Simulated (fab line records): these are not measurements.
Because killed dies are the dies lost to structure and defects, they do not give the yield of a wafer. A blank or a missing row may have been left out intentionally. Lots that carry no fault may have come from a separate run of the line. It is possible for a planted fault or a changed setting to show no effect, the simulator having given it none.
fab line records -- flow gf180mcu
record lots=12, wafers=36, lastDay=34
route steps=602 shown DNWELL@40 VT_IMPLANT@120 HV_LDD@207
lots with no fault: from the same line, run without faults
startH: hours from the record's opening day to when the first of the lot's shown wafers began -- waitH: time in hours since the lot's previous step -- " same as the row above -- L1.1+2: a row that stands for several wafers -- - no value present, or no start provided -- * or withheld: withheld -- < > ~ a bound
route shown NAME@n: names a module that has steps shown in the file, with the first one's number in the route -- usual: mean/standard deviation of fault-free wafers -- same: alike in all rows -- chamber/n: place in a boat -- sites: readings site by site -- _std_site: the values' standard deviation -- _edge_site: inner sites' mean taken away from outer sites' mean -- radiusMm: for every site, how far away it sits from the centre of the wafer -- mask NAME#n: copy n -- behind: the last tool/chamber to shape the wafer -- hold: cause of the lot's hold/its duration in hours/its outcome -- device: names the non-switching transistor (n, p or np) -- end of line: the same wafers' tests at the end of the route -- a step without rows: its recipe alone -- killed: dies lost to structure and defects at the first sort, not the wafer's yield -- map: a wafer's dies, marking killed ones x, the rest . and places with no die _
set.NAME: setting as actually run; set.NAME@STEP: the setting as run at that earlier step -- model.NAME: the simulator's own value behind a step, which no gauge read
route steps across a sampled set of lots; one table per step, one row per wafer
services: when a tool's chamber went out of use (startH, in hours from the record's first day, below 0 if earlier), for how many hours, and the reason
## steps
# step GF_DNWELL_STRIP_08
# recipe chemistry=O2/N2, powerW=1400, pressureMtorr=1500, platenTempC=250, o2FlowSccm=3000, n2FlowSccm=300, overashFraction=0.5
# usual drypumpMotorCurrentA=5.8/0.39, heaterPowerW=326/46, oesProductAu=0.722/0.0049, stripTimeToEndpointS=36.93/0.13
# same overashFraction=0.5
lot.wafer,tool,chamber,startH,waitH,drypumpMotorCurrentA,heaterPowerW,oesProductAu,rfHoursCounterH,stripTimeToEndpointS
L995.1,plasmaAsher-04,0,48.47,0.1,6.3,307,0.731,42,36.85
L995.3,plasmaAsher-04,1,48.47,0.1,5.0,338,0.724,-,36.99
L995.4,plasmaAsher-04,0,48.47,0.1,6.3,300,0.722,-,36.91
L996.1,plasmaAsher-01,1,51.70,0.1,6.0,320,0.721,21,36.90
L996.3,plasmaAsher-01,1,51.70,0.1,6.0,316,0.717,-,36.88
L996.6,plasmaAsher-01,0,51.70,0.1,5.9,415,0.730,-,36.97
L997.1,plasmaAsher-04,0,58.30,0.1,6.3,300,0.729,43,36.97
L997.3,plasmaAsher-04,0,58.30,0.1,6.3,306,0.720,-,36.94
L997.5,plasmaAsher-04,1,58.30,0.1,5.0,332,0.723,-,36.82
L998.1,plasmaAsher-03,1,62.89,0.1,6.1,322,0.711,38,36.79
L998.3,plasmaAsher-03,0,62.89,0.1,5.7,261,0.727,-,36.73
L998.6,plasmaAsher-03,0,62.89,0.1,5.7,268,0.715,-,36.87
L999.1,plasmaAsher-03,0,72.02,0.1,5.8,260,0.726,39,36.89
L999.5,plasmaAsher-03,0,72.02,0.1,5.8,261,0.715,-,36.87
L999.6,plasmaAsher-03,1,72.02,0.1,6.1,324,0.722,-,36.87
L100.3,plasmaAsher-03,0,75.26,0.1,5.7,256,0.724,-,37.04
L100.4,plasmaAsher-03,1,75.26,0.1,6.1,331,0.719,-,37.09
L100.5,plasmaAsher-03,0,75.26,0.1,5.8,263,0.724,-,37.04
L103.2,plasmaAsher-01,0,92.40,0.1,5.9,407,0.724,25,36.97
L103.3,plasmaAsher-01,0,92.40,0.1,5.9,428,0.726,-,36.88
L103.6,plasmaAsher-01,0,92.40,0.1,5.9,415,0.718,-,37.05
L105.1,plasmaAsher-03,0,102.44,0.1,5.7,258,0.725,42,36.82
L105.3,plasmaAsher-03,1,102.44,0.1,6.1,321,0.715,-,36.84
L105.6,plasmaAsher-03,1,102.44,0.1,6.1,324,0.723,-,36.89
L110.3,plasmaAsher-04,1,128.72,0.1,5.0,328,0.725,-,36.82
L110.5,plasmaAsher-04,0,128.72,0.1,6.2,311,0.724,-,36.78
L110.6,plasmaAsher-04,1,128.72,0.1,5.0,334,0.725,-,36.81
L111.1,plasmaAsher-01,1,132.79,0.1,5.9,306,0.723,30,36.91
L111.4,plasmaAsher-01,1,132.79,0.1,5.9,304,0.727,-,36.78
L111.6,plasmaAsher-01,0,132.79,0.1,5.9,408,0.727,-,36.96
L116.1,plasmaAsher-01,0,161.55,0.1,5.9,415,0.724,33,36.81
L116.3,plasmaAsher-01,0,161.55,0.1,5.9,402,0.725,-,36.80
L116.4,plasmaAsher-01,1,161.55,0.1,6.0,315,0.718,-,36.93
L117.1,plasmaAsher-03,1,165.74,0.1,6.1,317,0.716,49,36.87
L117.5,plasmaAsher-03,0,165.74,0.1,5.7,259,0.717,-,36.98
L117.6,plasmaAsher-03,1,165.74,0.1,6.1,321,0.721,-,36.89
# step GF_VT_IMPLANT_IMPLANT_30
# recipe species=B, energyKev=25, doseCm2=2.534e+12, tiltDeg=7
# usual doseIonsCm2=2.5333e+12/2.8e+09, faradayCurrentUA=14.31/0.26
# same implantIonAmu=11
lot.wafer,tool,chamber,startH,waitH,doseIonsCm2,faradayCurrentUA
L995.1,implanter-03,0,148.49,0.0,2.5308e+12,14.42
L995.3,implanter-03,0,148.49,0.0,2.5348e+12,14.51
L995.4,implanter-03,0,148.49,0.0,2.532e+12,14.34
L996.1,implanter-03,0,152.34,0.0,2.5324e+12,14.46
L996.3,implanter-03,0,152.34,0.0,2.5357e+12,14.19
L996.6,implanter-03,0,152.34,0.0,2.5312e+12,14.13
L997.1,implanter-02,0,162.11,0.0,2.5342e+12,14.99
L997.3,implanter-02,0,162.11,0.0,2.5342e+12,14.45
L997.5,implanter-02,0,162.11,0.0,2.5319e+12,14.55
L998.1,implanter-03,0,166.11,0.0,2.534e+12,14.26
L998.3,implanter-03,0,166.11,0.0,2.5324e+12,14.42
L998.6,implanter-03,0,166.11,0.0,2.5341e+12,14.23
L999.1,implanter-02,0,179.77,0.0,2.5291e+12,14.42
L999.5,implanter-02,0,179.77,0.0,2.5297e+12,14.40
L999.6,implanter-02,0,179.77,0.0,2.5336e+12,14.42
L100.3,implanter-03,0,182.81,0.1,2.5322e+12,14.27
L100.4,implanter-03,0,182.81,0.1,2.5333e+12,14.64
L100.5,implanter-03,0,182.81,0.1,2.5322e+12,14.05
L103.2,implanter-04,0,204.85,0.0,2.5381e+12,14.10
L103.3,implanter-04,0,204.85,0.0,2.5324e+12,14.10
L103.6,implanter-04,0,204.85,0.0,2.5309e+12,14.18
L105.1,implanter-03,0,217.44,0.0,2.534e+12,14.50
L105.3,implanter-03,0,217.44,0.0,2.5348e+12,14.12
L105.6,implanter-03,0,217.44,0.0,2.5336e+12,14.08
L110.3,implanter-02,0,247.26,0.1,1.6308e+12,9.26
L110.5,implanter-02,0,247.26,0.1,1.6282e+12,9.47
L110.6,implanter-02,0,247.26,0.1,1.6248e+12,9.37
L111.1,implanter-02,0,252.56,0.0,1.6206e+12,9.13
L111.4,implanter-02,0,252.56,0.0,1.6255e+12,9.21
L111.6,implanter-02,0,252.56,0.0,1.6269e+12,9.11
L116.1,implanter-04,0,288.41,0.0,2.5324e+12,13.97
L116.3,implanter-04,0,288.41,0.0,2.532e+12,14.14
L116.4,implanter-04,0,288.41,0.0,2.5297e+12,14.52
L117.1,implanter-04,0,293.02,0.0,2.5377e+12,14.35
L117.5,implanter-04,0,293.02,0.0,2.5346e+12,14.42
L117.6,implanter-04,0,293.02,0.0,2.5336e+12,14.04
# step GF_VT_IMPLANT_TW_MEAS_32
# usual VT_IMPLANT_3_TW=269.1/1.3
lot.wafer,tool,chamber,startH,waitH,VT_IMPLANT_3_TW
L995.1,filmMetro-01,-,148.74,0.1,269.2
L995.3,filmMetro-01,-,148.74,0.1,268.3
L995.4,filmMetro-01,-,148.74,0.1,270.5
L996.1,filmMetro-01,-,152.59,0.1,271.0
L996.3,filmMetro-01,-,152.59,0.1,269.3
L996.6,filmMetro-01,-,152.59,0.1,269.5
L997.1,filmMetro-03,-,162.36,0.1,269.6
L997.3,filmMetro-03,-,162.36,0.1,269.2
L997.5,filmMetro-03,-,162.36,0.1,270.6
L998.1,filmMetro-01,-,166.36,0.1,269.4
L998.3,filmMetro-01,-,166.36,0.1,270.6
L998.6,filmMetro-01,-,166.36,0.1,269.9
L999.1,filmMetro-02,-,180.02,0.1,269.3
L999.5,filmMetro-02,-,180.02,0.1,269.0
L999.6,filmMetro-02,-,180.02,0.1,269.2
L100.3,filmMetro-03,-,183.03,0.1,270.7
L100.4,filmMetro-03,-,183.03,0.1,270.5
L100.5,filmMetro-03,-,183.03,0.1,270.8
L103.2,filmMetro-01,-,205.08,0.1,269.7
L103.3,filmMetro-01,-,205.08,0.1,269.9
L103.6,filmMetro-01,-,205.08,0.1,269.3
L105.1,filmMetro-03,-,217.69,0.1,269.2
L105.3,filmMetro-03,-,217.69,0.1,269.5
L105.6,filmMetro-03,-,217.69,0.1,269.2
L110.3,filmMetro-02,-,247.48,0.1,234.6
L110.5,filmMetro-02,-,247.48,0.1,235.5
L110.6,filmMetro-02,-,247.48,0.1,235.4
L111.1,filmMetro-03,-,252.81,0.1,236.0
L111.4,filmMetro-03,-,252.81,0.1,236.6
L111.6,filmMetro-03,-,252.81,0.1,236.4
L116.1,filmMetro-01,-,288.66,0.1,271.9
L116.3,filmMetro-01,-,288.66,0.1,271.1
L116.4,filmMetro-01,-,288.66,0.1,271.7
L117.1,filmMetro-02,-,293.27,0.1,270.5
L117.5,filmMetro-02,-,293.27,0.1,270.6
L117.6,filmMetro-02,-,293.27,0.1,269.3
# step GF_HV_LDD_CD_MEAS_31
# recipe targetCdNm=400
# usual cdNm=400.7/2.2
lot.wafer,tool,chamber,startH,waitH,cdNm
L995.1,cdSem-02,-,262.64,0.1,397.8
L995.3,cdSem-02,-,262.64,0.1,398.8
L995.4,cdSem-02,-,262.64,0.1,398.8
L996.1,cdSem-02,-,266.02,0.1,401.2
L996.3,cdSem-02,-,266.02,0.1,402.9
L996.6,cdSem-02,-,266.02,0.1,402.5
L997.1,cdSem-02,-,278.22,0.1,399.2
L997.3,cdSem-02,-,278.22,0.1,399.2
L997.5,cdSem-02,-,278.22,0.1,399.6
L998.1,cdSem-01,-,284.95,0.1,397.7
L998.3,cdSem-01,-,284.95,0.1,398.0
L998.6,cdSem-01,-,284.95,0.1,398.9
L999.1,cdSem-01,-,300.32,0.1,402.7
L999.5,cdSem-01,-,300.32,0.1,403.3
L999.6,cdSem-01,-,300.32,0.1,402.3
L100.3,cdSem-01,-,306.91,0.1,401.9
L100.4,cdSem-01,-,306.91,0.1,400.3
L100.5,cdSem-01,-,306.91,0.1,400.7
L103.2,cdSem-02,-,328.89,0.1,402.4
L103.3,cdSem-02,-,328.89,0.1,400.7
L103.6,cdSem-02,-,328.89,0.1,401.6
L105.1,cdSem-02,-,347.17,0.1,398.9
L105.3,cdSem-02,-,347.17,0.1,398.6
L105.6,cdSem-02,-,347.17,0.1,398.8
L110.3,cdSem-02,-,380.36,0.1,402.0
L110.5,cdSem-02,-,380.36,0.1,399.8
L110.6,cdSem-02,-,380.36,0.1,399.2
L111.1,cdSem-01,-,388.25,0.1,399.7
L111.4,cdSem-01,-,388.25,0.1,396.8
L111.6,cdSem-01,-,388.25,0.1,398.1
L116.1,cdSem-02,-,429.27,0.1,402.1
L116.3,cdSem-02,-,429.27,0.1,403.4
L116.4,cdSem-02,-,429.27,0.1,402.9
L117.1,cdSem-02,-,434.27,0.1,401.3
L117.5,cdSem-02,-,434.27,0.1,399.2
L117.6,cdSem-02,-,434.27,0.1,401.1
# step GF_HV_LDD_STRIP_37
# recipe chemistry=O2/N2, powerW=1400, pressureMtorr=1500, platenTempC=250, o2FlowSccm=3000, n2FlowSccm=300, overashFraction=0.5
# usual drypumpMotorCurrentA=5.8/0.37, heaterPowerW=316/44, oesProductAu=0.716/0.0044, stripTimeToEndpointS=12.63/0.045
# same overashFraction=0.5
lot.wafer,tool,chamber,startH,waitH,drypumpMotorCurrentA,heaterPowerW,oesProductAu,rfHoursCounterH,stripTimeToEndpointS
L995.1,plasmaAsher-03,1,263.39,0.1,6.1,325,0.710,60,12.68
L995.3,plasmaAsher-03,0,263.39,0.1,5.8,256,0.715,-,12.67
L995.4,plasmaAsher-03,1,263.39,0.1,6.1,322,0.718,-,12.71
L996.1,plasmaAsher-03,1,266.78,0.1,6.1,320,0.721,60,12.61
L996.3,plasmaAsher-03,0,266.78,0.1,5.7,253,0.717,-,12.59
L996.6,plasmaAsher-03,0,266.78,0.1,5.7,259,0.717,-,12.64
L997.1,plasmaAsher-01,1,278.98,0.1,6.0,301,0.715,46,12.63
L997.3,plasmaAsher-01,1,278.98,0.1,6.0,313,0.721,-,12.64
L997.5,plasmaAsher-01,0,278.98,0.1,5.9,422,0.713,-,12.58
L998.1,plasmaAsher-03,1,285.71,0.1,6.1,324,0.713,62,12.59
L998.3,plasmaAsher-03,1,285.71,0.1,6.1,319,0.727,-,12.60
L998.6,plasmaAsher-03,1,285.71,0.1,6.1,321,0.714,-,12.62
L999.1,plasmaAsher-01,0,301.08,0.1,5.9,415,0.719,48,12.57
L999.5,plasmaAsher-01,0,301.08,0.1,5.9,407,0.709,-,12.58
L999.6,plasmaAsher-01,1,301.08,0.1,5.9,306,0.720,-,12.57
L100.3,plasmaAsher-04,1,307.66,0.1,5.1,332,0.709,-,12.63
L100.4,plasmaAsher-04,0,307.66,0.1,6.3,302,0.722,-,12.62
L100.5,plasmaAsher-04,0,307.66,0.1,6.3,307,0.720,-,12.61
L103.2,plasmaAsher-03,1,329.63,0.1,6.1,320,0.712,67,12.57
L103.3,plasmaAsher-03,0,329.63,0.1,5.7,260,0.720,-,12.55
L103.6,plasmaAsher-03,0,329.63,0.1,5.8,258,0.718,-,12.55
L105.1,plasmaAsher-01,0,347.93,0.1,5.9,410,0.713,52,12.65
L105.3,plasmaAsher-01,0,347.93,0.1,5.9,432,0.712,-,12.66
L105.6,plasmaAsher-01,0,347.93,0.1,5.9,415,0.715,-,12.68
L110.3,plasmaAsher-04,1,381.11,0.1,5.0,327,0.718,-,12.66
L110.5,plasmaAsher-04,1,381.11,0.1,5.0,333,0.719,-,12.71
L110.6,plasmaAsher-04,0,381.11,0.1,6.3,302,0.724,-,12.68
L111.1,plasmaAsher-03,0,389.00,0.1,5.8,260,0.712,73,12.59
L111.4,plasmaAsher-03,1,389.00,0.1,6.1,324,0.712,-,12.56
L111.6,plasmaAsher-03,0,389.00,0.1,5.8,261,0.722,-,12.60
L116.1,plasmaAsher-03,0,430.02,0.1,5.7,269,0.710,78,12.68
L116.3,plasmaAsher-03,1,430.02,0.1,6.1,319,0.714,-,12.65
L116.4,plasmaAsher-03,0,430.02,0.1,5.8,260,0.710,-,12.67
L117.1,plasmaAsher-03,0,435.02,0.1,5.7,257,0.724,79,12.62
L117.5,plasmaAsher-03,1,435.02,0.1,6.1,328,0.722,-,12.58
L117.6,plasmaAsher-03,0,435.02,0.1,5.7,261,0.714,-,12.63
## services
tool,chamber,startH,hours,kind
implanter-02,-,49.39,17.1,pm
implanter-03,-,51.89,3.5,repair
implanter-02,-,109.35,17.2,repair
implanter-04,-,137.81,5.4,pm
implanter-02,-,164.24,4.6,repair
plasmaAsher-04,-,164.75,2.8,pm
plasmaAsher-01,-,174.73,1.4,repair
plasmaAsher-04,-,179.40,5.9,pm
implanter-04,-,182.88,2.1,repair
implanter-02,-,197.90,7.7,repair
implanter-02,-,211.75,3.4,pm
implanter-03,-,276.97,4.5,repair
implanter-04,-,300.57,3.5,repair
plasmaAsher-01,-,332.97,3.1,repair
implanter-04,-,350.95,5.3,pm
plasmaAsher-04,-,381.25,9.9,repair
plasmaAsher-01,-,393.30,4.9,pm
plasmaAsher-04,-,421.25,9.0,pm
plasmaAsher-04,0,421.25,9.0,ventCycle
plasmaAsher-04,1,421.25,9.0,ventCycle
plasmaAsher-03,-,423.43,1.2,repair
implanter-04,-,429.71,27.2,pm
implanter-03,-,430.02,5.8,pm
plasmaAsher-04,0,430.25,-,clean
## key
firstSign step=GF_VT_IMPLANT_IMPLANT_30, reading=doseIonsCm2, direction=down, sigmas=99+, usual=2.5333e+12, struck=1.6261e+12
effect step=GF_VT_IMPLANT_IMPLANT_30, reading=faradayCurrentUA, direction=down, sigmas=20, usual=14.31, struck=9.26
effect step=GF_VT_IMPLANT_TW_MEAS_32, reading=VT_IMPLANT_3_TW, direction=down, sigmas=26, usual=269.1, struck=235.7
metAt GF_VT_IMPLANT_IMPLANT_30
struckLots L110,L111
testerLeftOut L110,L111
notActingAt GF_DNWELL_STRIP_08,GF_HV_LDD_CD_MEAS_31,GF_HV_LDD_STRIP_37
onsetBetween 179.77 247.26
fault kind=processParameterDrift, tool=implanter-02, chamber=-, onsetH=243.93, steps=GF_VT_IMPLANT_IMPLANT_30, channel=doseCm2, offset=-9.0784e+11, shape=step, endH=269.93, actsIn=theseRecipesOnly, stated=2.534e+12
# testerLeftOut: of these lots the tester's yield and bins aren't shown, on N5 and GAA mostly nor the transistor test; their killed dies are dies lost to structure and defects alone, not to doping, threshold or leakage, so they don't give the yield
